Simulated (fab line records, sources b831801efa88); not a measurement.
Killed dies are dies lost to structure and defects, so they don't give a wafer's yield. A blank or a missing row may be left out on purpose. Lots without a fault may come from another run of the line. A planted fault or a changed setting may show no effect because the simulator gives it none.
Chamber matching | flow sky130 | SKY_VIA2_CMP_24 on cmp-02: 4 sister chambers
The step polishes, stops on SiO2, t overpolish 20 s, target thk 0 nm. 4 wafers are shown with their chamber, then 12 later ones without.

WAFERS WITH THEIR CHAMBER
wafer  | chamber | motor_current_A (A)
L090.1 | 2       | 10.6
L090.3 | 3       | 11.1
L090.5 | 0       | 8.9
L090.6 | 1       | 11.2

WAFERS WITHOUT THEIR CHAMBER
wafer  | motor_current_A (A)
L091.2 | 10.7
L091.4 | 9.0
L091.5 | 9.2
L092.1 | 11.4
L092.2 | 11.2
L092.4 | 9.0
L095.1 | 10.5
L095.2 | 11.4
L095.3 | 9.2
L097.3 | 10.4
L097.4 | 9.2
L097.5 | 11.2

WHICH CHAMBER EACH WENT THROUGH
wafer  | from the rows above     | in truth
L091.2 | can't be placed: 2 or 3 | 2
L091.4 | 0                       | 0
L091.5 | 0                       | 0
L092.1 | can't be placed: 1 or 3 | 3
L092.2 | can't be placed: 1 or 3 | 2
L092.4 | 0                       | 0
L095.1 | 2                       | 2
L095.2 | can't be placed: 1 or 3 | 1
L095.3 | 0                       | 0
L097.3 | 2                       | 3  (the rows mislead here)
L097.4 | 0                       | 0
L097.5 | can't be placed: 1 or 3 | 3
Placed correctly: 6 of 12. Can't be placed from these rows: 5 (the true chamber is among the candidates in 4). Placed wrongly: 1.
How it was worked out, from the rows above alone: a wafer's distance from a chamber is the root of the sum, over the readings, of the square of ((its reading less the chamber's mean) divided by the reading's scatter). The wafer belongs to the nearest chamber; if the next one is less than 2 further off, it can't be placed. A chamber's mean is the mean of its shown wafers. The scatter: with one shown wafer a chamber, the root of the mean of the squares of how far each hidden wafer lies from its nearest shown one.
